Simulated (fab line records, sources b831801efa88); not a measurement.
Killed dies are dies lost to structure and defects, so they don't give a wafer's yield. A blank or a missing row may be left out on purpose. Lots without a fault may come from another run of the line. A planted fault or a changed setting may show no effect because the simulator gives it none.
One fault seen from 2 desks | flow gf180mcu | each desk has only its own numbers; what lay behind them comes last

THE METROLOGY DESK
What the gauges read, lot by lot, whatever tool the lot ran on: means of the sampled wafers that have a number. A lot is out of limits, marked OUT, if its mean lies more than 4 standard deviations from the usual mean; the brackets give that distance.
Columns: A = cd_nm at GF_M4_CD_MEAS_14, usual 279.3 nm; B = V4_OVL at GF_V4_OVL_MEAS_15, usual -2 nm
lot  | first seen here | A     | B
L350 | day 23 04:46    | 279.4 | 1
L352 | day 24 05:03    | 279.8 | -7
L351 | day 24 07:01    | 280.4 | -3
L354 | day 24 23:35    | 280.3 | -3
L358 | day 26 05:25    | 278.4 | -1
L361 | day 27 04:41    | 280.7 | 1
L362 | day 27 10:13    | 278.9 | -4
L365 | day 28 08:49    | 280.0 | 0
L368 | day 29 08:27    | 278.8 | -3
L369 | day 29 17:04    | 277.8 | -1
L370 | day 29 21:09    | 278.9 | -3
L372 | day 30 02:00    | 279.2 | -1
L373 | day 30 12:24    | 279.0 | 0
This desk's finding: nothing out of limits on any of the 13 lots.

THE TOOL OWNER'S DESK: cmp-01
The tool's own readings at GF_V4_CMP_04 (polishes SiO2): means of the sampled wafers that have a number, for each lot that ran on this tool. A lot is out of limits, marked OUT, if its mean lies more than 4 standard deviations from the usual mean; the brackets give that distance.
Columns: A = motor_current_A at GF_V4_CMP_04, usual 11.4 A; B = time_to_endpoint_s at GF_V4_CMP_04, usual 80 s
lot  | first seen here | A    | B
L350 | day 23 05:58    | 12.4 | 81
L351 | day 24 08:11    | 12.1 | 84
L354 | day 25 00:43    | 12.1 | 81
L361 | day 27 05:55    | 11.6 | 95
L372 | day 30 03:07    | 12.0 | 75
L373 | day 30 13:31    | 12.0 | 84
This desk's finding: nothing out of limits on any of the 6 lots.

PUT TOGETHER
The metrology desk saw nothing out of limits.
The tool owner's desk saw nothing out of limits.

WHAT THE SIMULATOR HAD PUT IN
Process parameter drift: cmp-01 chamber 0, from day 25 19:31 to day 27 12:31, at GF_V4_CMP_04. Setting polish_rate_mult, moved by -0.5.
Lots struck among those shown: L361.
